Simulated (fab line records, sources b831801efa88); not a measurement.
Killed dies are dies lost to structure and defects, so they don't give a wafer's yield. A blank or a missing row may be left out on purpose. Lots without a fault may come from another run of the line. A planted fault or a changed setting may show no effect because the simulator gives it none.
A struck lot beside a sound one | flow sky130 | 17 steps out of a route of 708
Sound: wafers L333.2, L333.4, L333.6. Struck: wafers L338.1, L338.2, L338.4. The cause comes at the end.
At each step with rows: each side's tool, then ch and its chambers, then its first start. Under that, the readings that differ: sound wafers | struck wafers | difference of the means | sigmas: that difference in standard deviations of wafers without a fault.
alike: readings whose means differ by less than 2 such deviations, and words and numbers that are the same on both sides. not compared: withheld readings, readings that some wafer has no value for, bounds like >300 that may hide the same value, and numbers for which the record gives no deviation and whose values overlap.
The two part at a step that has a row with sigmas, a row that says differs or no value, or rows on one side only. Numbers that don't overlap but have no deviation are shown without sigmas and don't part them. A reading that every wafer of one side lacks parts them only if that side has two wafers or more.

SKY_POLY_GATE_THK_MEAS_04:
  sound on film_metro-01, day 16 12:51; struck on film_metro-04, day 18 10:16
  reading                   | sound          | struck         | difference | sigmas
  POLY_GATE_CVD_03_THK (nm) | 74.4 74.4 74.8 | 76.0 75.6 76.6 | +1.5       | +2
then, 8 steps without rows for these wafers: SKY_POLY_GATE_DEHYDRATE_05 (time 60 s); SKY_POLY_GATE_HMDS_06 (prime time 60 s); SKY_POLY_GATE_COAT_07 (resist thk 110 nm); SKY_POLY_GATE_COAT_08 (resist thk 450 nm); SKY_POLY_GATE_SOFTBAKE_09 (time 90 s); SKY_POLY_GATE_EXPOSE_10 (exposes mask P1M, target cd 150 nm); SKY_POLY_GATE_PEB_11; SKY_POLY_GATE_DEVELOP_12 (develop time 60 s).
SKY_POLY_GATE_CD_MEAS_13: target cd 150 nm.
  sound on cd_sem-02, day 17 17:43; struck on cd_sem-01, day 19 17:16
  alike: cd_nm
SKY_POLY_GATE_OVL_MEAS_14:
  sound on overlay-02, day 17 17:49; struck on overlay-02, day 19 17:23
  alike: POLY_GATE_OVL
SKY_POLY_GATE_ETCH_15: etches BARC in N2/H2, stops on SiO2, time 118.5 s, target depth 110 nm.
  sound on rie_diel-04 ch 0,2,3, day 17 17:50; struck on rie_diel-01 ch 0,2,3, day 19 17:25
  alike: drypump_motor_current_A, oes_product_au, throttle_valve_pct
  not compared: rf_hours_counter_h
SKY_POLY_GATE_ETCH_16: etches Si3N4 in CH3F/O2, stops on poly-Si, time 147.5 s, target depth 75 nm.
  sound on rie_diel-04 ch 0,2,3, day 17 17:56; struck on rie_diel-01 ch 0,2,3, day 19 17:30
  reading                                          | sound           | struck            | difference | sigmas
  model.KrF-thick_of_POLY_GATE_COAT_08.thk_nm (nm) | 232.8 236 234.3 | 268.4 270.8 266.7 | +34.3      |
  alike: drypump_motor_current_A, oes_product_au, throttle_valve_pct
  not compared: rf_hours_counter_h
SKY_POLY_GATE_ETCH_17: etches poly-Si in HBr/Cl2, stops on SiO2, target depth 180 nm, time 70.5 s.
  sound on rie_si-02 ch 0,1,3, day 17 18:02; struck on rie_si-01 ch 0,2,3, day 19 17:36
  reading                                          | sound             | struck            | difference | sigmas
  model.KrF-thick_of_POLY_GATE_COAT_08.thk_nm (nm) | 140.9 143.5 141.7 | 173.5 176.5 173.6 | +32.5      |
  alike: drypump_motor_current_A, oes_product_au, throttle_valve_pct
  not compared: rf_hours_counter_h
SKY_POLY_GATE_STRIP_18: strips in O2/N2.
  sound on plasma_asher-04 ch 0,1, day 17 18:05; struck on plasma_asher-02 ch 0,1, day 19 17:40
  reading                      | sound             | struck            | difference | sigmas
  oes_product_au (a.u.)        | 0.364 0.358 0.364 | 0.366 0.374 0.385 | +0.013     | +3
  strip_time_to_endpoint_s (s) | 3.17 3.22 3.19    | 3.53 3.56 3.53    | +0.35      | +9
  alike: drypump_motor_current_A
  not compared: rf_hours_counter_h
then, 1 step without rows for these wafers: SKY_POLY_GATE_CLEAN_19 (cleans in SC1/SC2, time 150 s).
-- the record jumps here: 28 days lie between the struck wafers' starts before and after (it left off in module POLY_GATE and takes up again in module PAD_OPEN, whose first step shown is number 708 of the route) --
SKY_PAD_OPEN_PROBE_99:
  sound on prober-02, day 46 19:56; struck on prober-02, day 48 00:46
  alike: killed_at_M0_to_M3, killed_at_M4_up, killed_at_contacts, killed_at_front_end, killed_at_other, killed_dies, killed_open, killed_short

WHERE THEY PART
First at SKY_POLY_GATE_THK_MEAS_04; last, within this record, at SKY_POLY_GATE_STRIP_18. Later steps at which nothing parts them and some readings are alike: SKY_PAD_OPEN_PROBE_99.

WHY: what the simulator had put in
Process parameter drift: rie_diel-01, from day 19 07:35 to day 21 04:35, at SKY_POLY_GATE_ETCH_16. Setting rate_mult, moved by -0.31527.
